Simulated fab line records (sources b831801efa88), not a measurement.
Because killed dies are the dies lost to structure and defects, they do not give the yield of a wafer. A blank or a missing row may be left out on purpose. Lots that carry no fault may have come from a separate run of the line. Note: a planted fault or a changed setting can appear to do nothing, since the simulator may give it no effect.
Which tool is to blame?    flow sky130    Sampling: 14 lots, 42 wafers, 2 of 708 route steps

== WHAT EACH GAUGE READ, for each wafer ==
No reading from a measuring or inspecting step in the record can be judged against a usual standard deviation.

== EACH LOT AND THE TOOL THAT RAN IT (in order: tool; ch and the chambers of the sampled wafers; start) ==
lot   SKY_METAL2_ETCH_18                 SKY_PAD_OPEN_PROBE_99
L189  rie_metal-02 ch 0,1, day 35 01:50  -
L191  rie_metal-01 ch 0,1, day 35 15:41  -
L190  rie_metal-04 ch 0,1, day 35 17:52  -
L192  rie_metal-01 ch 1, day 36 03:58    -
L193  rie_metal-04 ch 0,1, day 36 08:13  -
L198  rie_metal-01 ch 0, day 38 04:09    prober-01, day 48 04:13
L201  rie_metal-04 ch 0,1, day 38 20:28  prober-02, day 48 15:02
L203  rie_metal-04 ch 0,1, day 39 12:55  prober-02, day 49 03:10
L204  rie_metal-01 ch 1, day 39 23:07    -
L208  rie_metal-02 ch 0,1, day 40 21:17  -
L209  rie_metal-01 ch 0,1, day 41 07:46  -
L210  rie_metal-01 ch 0,1, day 41 15:59  -
L211  rie_metal-02 ch 0,1, day 41 21:56  -
L212  rie_metal-01 ch 0,1, day 42 00:22  -
- SKY_METAL2_ETCH_18: etches BARC in N2/H2, stops on SiO2, time 45.9 s, target depth 60 nm.
- SKY_PAD_OPEN_PROBE_99

== AS READ BY THE TOOLS THEMSELVES (means over the sampled wafers that have a number; for cases with no such wafer, the mark the record gives instead) ==
SKY_METAL2_ETCH_18. Usual: drypump_motor_current_A 5.8 A, standard deviation 0.5; oes_product_au 0.856 a.u., standard deviation 0.0042; rf_fwd_power_W 495.9 W, standard deviation 1.8; throttle_valve_pct 13.225 %, standard deviation 0.0091.
lot   tool          drypump_motor_current_A (A)  oes_product_au (a.u.)  rf_fwd_power_W (W)  throttle_valve_pct (%)  flag
L189  rie_metal-02  5.1                          0.856                  495.3               13.225                  
L191  rie_metal-01  6.2                          0.859                  496.2               13.225                  
L190  rie_metal-04  5.6                          0.858                  494.4               13.231                  
L192  rie_metal-01  6.5                          0.858                  495.2               13.224                  
L193  rie_metal-04  5.9                          0.854                  494.3               13.227                  
L198  rie_metal-01  5.7                          0.854                  497.2               13.217                  
L201  rie_metal-04  5.8                          0.855                  547.5               13.229                  OFF
L203  rie_metal-04  5.9                          0.859                  547.7               13.231                  OFF
L204  rie_metal-01  6.5                          0.857                  496.1               13.233                  
L208  rie_metal-02  5.3                          0.856                  494.9               13.222                  
L209  rie_metal-01  6.2                          0.856                  496.5               13.217                  
L210  rie_metal-01  6.2                          0.862                  496.7               13.221                  
L211  rie_metal-02  5.3                          0.857                  496.3               13.230                  
L212  rie_metal-01  6.3                          0.859                  499.6               13.225                  

SKY_PAD_OPEN_PROBE_99. Usual: defect_limited_yield 82.8 %, standard deviation 2; killed_at_M0_to_M3 42, standard deviation 7.3; killed_at_M4_up 3.2, standard deviation 1.8; killed_at_contacts 25, standard deviation 5.2; killed_at_front_end 15, standard deviation 4.6; killed_at_other 0.3, standard deviation 0.62; killed_dies 85, standard deviation 9.9; killed_open 46, standard deviation 7.1; killed_short 38, standard deviation 5.7; sort_bin_3_pad_short 0.9 %, standard deviation 0.42; sort_bin_5_function 10.0 %, standard deviation 1.5; sort_bin_6_memory 6.3 %, standard deviation 1.2; sort_n_pass 407, standard deviation 9.9; sort_yield_pct 82.8 %, standard deviation 2.
lot   tool       defect_limited_yield (%)  killed_at_M0_to_M3  killed_at_M4_up  killed_at_contacts  killed_at_front_end  killed_at_other  killed_dies  killed_open  killed_short  sort_bin_3_pad_short (%)  sort_bin_5_function (%)  sort_bin_6_memory (%)  sort_n_pass  sort_yield_pct (%)  flag
L198  prober-01  81.6                      43                  4.3              29                  15                   0.0              91           46           45            0.5                       11.2                     6.8                    401          81.6                
L201  prober-02  84.4                      33                  5.0              26                  12                   0.7              77           40           37            0.9                       9.0                      5.7                    415          84.4                
L203  prober-02  85.0                      42                  3.0              25                  4                    0.0              74           32           42            0.6                       8.3                      6.1                    418          85.0                

== THE ANSWER, worked out from the rows above alone ==
Rule: a lot counts as off when the mean over its wafers that have a number is more than 3 standard deviations away from the usual mean. A lot without any number at a reading at which 4 lots or more have one is off too. Any other lot the step has rows for is counted as sound. First the gauges in route order, then the tools' own readings, where a lot's mean is used as printed above. At the first step where some lot is off, the reading lying furthest off is the one used; lots without a number count as furthest.
Off: L201, L203 (SKY_METAL2_ETCH_18, rf_fwd_power_W).
If a tool, at that step or one of the process steps before it, ran each lot that is off and ran no sound lot following the first of them, it fits. One fits: rie_metal-04 at SKY_METAL2_ETCH_18. A fault onset in the window from L193 (day 36 08:13, its last sound lot) to L201 (day 38 20:28, its first lot off) fits.
The tool's own readings at SKY_METAL2_ETCH_18 bear it out: on the lots that are off they differ by more than 5 times the standard deviation of the sound lots' means. rf_fwd_power_W reads 547.6 W there against 496.1 W on the sound lots.

== WHAT WAS PUT IN BY THE SIMULATOR ==
rie_metal-04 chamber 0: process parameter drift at SKY_METAL2_ETCH_18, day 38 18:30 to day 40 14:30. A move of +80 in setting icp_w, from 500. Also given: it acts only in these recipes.
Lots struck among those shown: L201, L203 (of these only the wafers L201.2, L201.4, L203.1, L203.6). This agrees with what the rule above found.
